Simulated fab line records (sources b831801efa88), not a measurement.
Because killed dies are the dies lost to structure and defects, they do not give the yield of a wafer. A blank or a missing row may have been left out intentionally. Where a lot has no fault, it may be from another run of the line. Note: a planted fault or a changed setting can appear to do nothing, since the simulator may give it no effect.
Which tool was responsible? | flow sky130 | Sampling: 6 lots, 18 wafers, 2 of 708 route steps

## WHAT THE GAUGES READ, wafer by wafer
SKY_PWDE_TW_MEAS_10.
lot  | measured    | on            | PWDE_TW
L380 | day 4 21:13 | film_metro-01 | 371.5 371.5 372.3
L389 | day 6 14:45 | film_metro-01 | 372.3 372.0 370.7
L391 | day 7 00:26 | film_metro-02 | 372.3 374.9 371.4
L395 | day 8 00:04 | film_metro-02 | 376.8 376.6 379.1
L397 | day 8 13:22 | film_metro-02 | 375.6 375.2 375.4
L400 | day 9 04:20 | film_metro-02 | 377.0 373.8 375.8

## TOOL THAT RAN EACH LOT (tool first, then ch and the chambers of the sampled wafers, then the start)
lot  | SKY_PWDE_STRIP_09
L380 | plasma_asher-04 ch 0,1, day 4 21:07
L389 | plasma_asher-04 ch 0,1, day 6 14:38
L391 | plasma_asher-02 ch 0,1, day 7 00:14
L395 | plasma_asher-02 ch 0,1, day 7 23:57
L397 | plasma_asher-02 ch 0,1, day 8 13:15
L400 | plasma_asher-04 ch 1, day 9 04:14
- SKY_PWDE_STRIP_09: strips in O2/N2.

## THE ANSWER, worked out from the rows above alone
Rule: the usual values come from the lots themselves. Put in order of their means at a reading, lots are off if they are a third of the lots or fewer, leave a main group of 4 or more, and stand apart from it by a gap of 3 or more times the standard deviation of the main group's means; of several such gaps the widest counts. The tables above print the reading to a certain number of digits; a main group whose means all agree to those digits is not used. A lot without any number at a reading at which 4 lots or more have one is off too. The other lots that the step has rows for count as sound.
No lot is off on any of the readings shown, so nothing can be concluded from this.

## WHAT WAS PUT IN BY THE SIMULATOR
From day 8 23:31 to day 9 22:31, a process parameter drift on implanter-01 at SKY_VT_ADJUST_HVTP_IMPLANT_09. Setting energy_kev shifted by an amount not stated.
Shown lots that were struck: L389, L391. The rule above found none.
